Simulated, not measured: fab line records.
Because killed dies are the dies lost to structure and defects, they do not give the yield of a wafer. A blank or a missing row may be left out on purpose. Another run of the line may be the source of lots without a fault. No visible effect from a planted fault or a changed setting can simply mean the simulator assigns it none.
Struck lot and sound lot, side by side -- flow gf180mcu -- 18 steps out of a route of 602
Sound: these wafers, L701.2, L701.5, L701.6. Wafers L707.2, L707.4, L707.5 were the ones struck. The cause is given at the end.
Each step with rows lists, per side, the tool, then ch with its chambers, then its first start. Under that, the readings that differ: sound wafers -- struck wafers -- difference of the means -- sigmas: that difference in standard deviations of wafers without a fault.
alike: same words and numbers on both sides, and readings whose means sit less than 2 such deviations apart. not compared: any withheld reading, any reading some wafer has no value for, any bound like >300 that may hide the same value, and any number with overlapping values for which the record gives no deviation.
A row with sigmas, a row that says differs or no value, or rows on one side alone: a step with any of these is where the two part. Numbers that have no deviation but don't overlap get no sigmas and don't part them. A reading that every wafer of one side lacks parts them only if that side has two wafers or more.

first, 2 steps without rows for these wafers: GF_CONTACT_PEB_12 (peb time 90 s); GF_CONTACT_DEVELOP_13 (develop time 60 s).
GF_CONTACT_CD_MEAS_14: target cd 220 nm.
  sound on cd-sem-02 at day 19 10:25; struck on cd-sem-02 at day 21 17:52
  alike: cd-nm
GF_CONTACT_OVL_MEAS_15:
  sound on overlay-01 at day 19 10:31; struck on overlay-02 at day 21 17:58
  alike: CONTACT_OVL
GF_CONTACT_ETCH_16: etches BARC in N2/H2.
  sound on rie-diel-04 ch 2,3, day 19 10:32; struck on rie-diel-04 ch 0,2,3, day 21 17:59
  alike: drypump-motor-current-A, oes-product-au, throttle-valve-pct
GF_CONTACT_ETCH_17: etches SiO2 in C4F8/O2/Ar, stops on CoSi2, target depth 860 nm.
  sound: rie-diel-04 ch 2,3; struck: rie-diel-04 ch 0,2,3
  alike: oes-product-au
GF_CONTACT_STRIP_18: strips in O2/N2.
  sound on plasma-asher-01 ch 0,1, day 19 10:43; struck on plasma-asher-03 ch 1, day 21 18:10
  alike: drypump-motor-current-A, heater-power-w, oes-product-au
  not compared: rf-hours-counter-h
then, 4 steps without rows for these wafers: GF_CONTACT_CLEAN_19 (cleans in SPM); GF_CONTACT_CLEAN_20 (cleans in DIW); GF_CONTACT_CLEAN_21 (cleans in dHF, time 20 s); GF_CONTACT_SPUTTER_22 (material Ti, target thk 15 nm, time 80.02 s).
GF_CONTACT_SPUTTER_23: material TiN, target thk 10 nm, time 40 s.
  sound on pvd-sputter-03 at day 19 11:04; struck on pvd-sputter-02 at day 21 18:37
  alike: cathode-dc-power-W, throttle-valve-pct
GF_CONTACT_CVD_24: deposits W, target thk 300 nm, time 90.339 s.
  sound on cvd-w-02 ch 0,1, day 19 11:06; struck on cvd-w-01 ch 0,1, day 21 18:39
reading,sound,struck,difference,sigmas
susceptor-temp-C (C),400.38 400.35 400.49,418.46 418.15 418.53,+17.97,+86
model.W_of_CONTACT_CVD_24.thk-nm (nm),291.9 293.2 298.9,418.5 417.6 409.5,+120.5,
  alike: heater-power-w
GF_CONTACT_RS_MEAS_25: measurement is done with a four-point probe.
  sound on film-metro-01 at day 19 11:13; struck on film-metro-02 at day 21 18:46
reading,sound,struck,difference,sigmas
CONTACT_W_RS (ohm/sq),0.393 0.391 0.384,0.273 0.274 0.279,-0.114,-24
GF_CONTACT_THK_MEAS_26: measures by xrf.
  sound on film-metro-01 at day 19 11:20; struck on film-metro-02 at day 21 18:53
reading,sound,struck,difference,sigmas
CONTACT_W_THK (nm),304 307 311,432 427 419,+119,+21
GF_CONTACT_CMP_27: polishes, stops on SiO2, t overpolish 15.91 s, target thk 0 nm.
  sound on cmp-02 ch 0,3, day 19 11:26; struck on cmp-01 ch 1,2, day 21 18:59
reading,sound,struck,difference,sigmas
time-to-endpoint-s (s),71 70 75,97 100 97,+26,+8
  alike: motor-current-A, slurry-filter-dp-kPa
GF_M1_SPUTTER_00: material Ti, target thk 37.5 nm, time 150 s.
  sound on pvd-sputter-01 at day 19 11:41; struck on pvd-sputter-03 at day 21 19:14
  alike: cathode-dc-power-W, throttle-valve-pct
GF_PASSIVATION_PROBE_99:
  the record holds rows for the sound wafers here (prober-02, day 31 20:19) but none for the struck ones

WHERE THEY PART
Last at GF_PASSIVATION_PROBE_99 as far as this record goes, first at GF_CONTACT_CVD_24.

WHY: what the simulator had put in
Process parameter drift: cvd-w-01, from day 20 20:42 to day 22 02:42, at GF_CONTACT_CVD_24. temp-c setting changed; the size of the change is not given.
